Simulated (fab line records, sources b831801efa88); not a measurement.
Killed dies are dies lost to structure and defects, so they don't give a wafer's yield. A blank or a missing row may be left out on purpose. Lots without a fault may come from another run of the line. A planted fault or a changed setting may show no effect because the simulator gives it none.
One fault seen from 2 desks | flow gf180mcu | each desk has only its own numbers; what lay behind them comes last

THE METROLOGY DESK
What the gauges read, lot by lot, whatever tool the lot ran on: means of the sampled wafers that have a number. A lot is out of limits, marked OUT, if its mean lies more than 4 standard deviations from the usual mean; the brackets give that distance.
Columns: A = HV_LDD_TW at GF_HV_LDD_TW_MEAS_11, usual 2432; B = HV_LDD_RS at GF_HV_LDD_RS_MEAS_53, usual 418.3 ohm/sq
lot  | first seen here | A              | B
L724 | day 10 12:08    | 2450           | 418.7
L725 | day 10 22:47    | 2452           | 416.8
L728 | day 11 15:01    | 2423           | 418.6
L729 | day 11 23:49    | 2427           | 419.1
L730 | day 12 11:36    | 2433           | 420.1
L732 | day 13 01:32    | 2447           | 417.8
L739 | day 15 04:53    | 1224 (-86) OUT | 762.8 (+99 or more) OUT
L740 | day 15 13:02    | 1219 (-87) OUT | 763.4 (+99 or more) OUT
L741 | day 16 01:16    | 2435           | 418.2
L744 | day 17 03:05    | 2440           | 419.1
L745 | day 17 12:16    | 2422           | 417.1
This desk's finding: out of limits on L739, L740; first on L739, day 15 04:53 (HV_LDD_TW at GF_HV_LDD_TW_MEAS_11). In limits: L724, L725, L728, L729, L730, L732, L741, L744, L745.

THE TOOL OWNER'S DESK: implanter-01
The tool's own readings at GF_HV_LDD_IMPLANT_09: means of the sampled wafers that have a number, for each lot that ran on this tool. A lot is out of limits, marked OUT, if its mean lies more than 4 standard deviations from the usual mean; the brackets give that distance.
Columns: A = dose_ions_cm2 at GF_HV_LDD_IMPLANT_09, usual 9.999e+13; B = end_station_pressure_torr at GF_HV_LDD_IMPLANT_09, usual 5.4e-06 Torr; C = faraday_current_uA at GF_HV_LDD_IMPLANT_09, usual 564
lot  | first seen here | A                           | B       | C
L724 | day 10 11:54    | 9.996e+13                   | 5.8e-06 | 555
L725 | day 10 22:33    | 1.001e+14                   | 5.7e-06 | 563
L728 | day 11 14:48    | 9.999e+13                   | 5.3e-06 | 569
L730 | day 12 11:21    | 9.994e+13                   | 5.3e-06 | 570
L732 | day 13 01:17    | 9.999e+13                   | 5.1e-06 | 583
L739 | day 15 04:38    | 1.021e+13 (-99 or more) OUT | 5.0e-06 | 57 (-42) OUT
L740 | day 15 12:49    | 9.843e+12 (-99 or more) OUT | 5.0e-06 | 56 (-42) OUT
This desk's finding: out of limits on L739, L740; first on L739, day 15 04:38 (dose_ions_cm2 at GF_HV_LDD_IMPLANT_09). In limits: L724, L725, L728, L730, L732.

PUT TOGETHER
The tool owner's desk could have raised an alarm at day 15 04:38, on L739, L740.
The metrology desk could have raised an alarm at day 15 04:53, on L739, L740.
Of the lots named, all ran GF_HV_LDD_IMPLANT_09 on implanter-01.

WHAT THE SIMULATOR HAD PUT IN
Process parameter drift: implanter-01, from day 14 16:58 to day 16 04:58, at GF_HV_LDD_IMPLANT_09. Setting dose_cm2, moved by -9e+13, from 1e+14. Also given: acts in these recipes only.
Lots struck among those shown: L739, L740.
Hours from the fault's start to each desk's first reading out of limits: the tool owner's desk, 12; the metrology desk, 12.
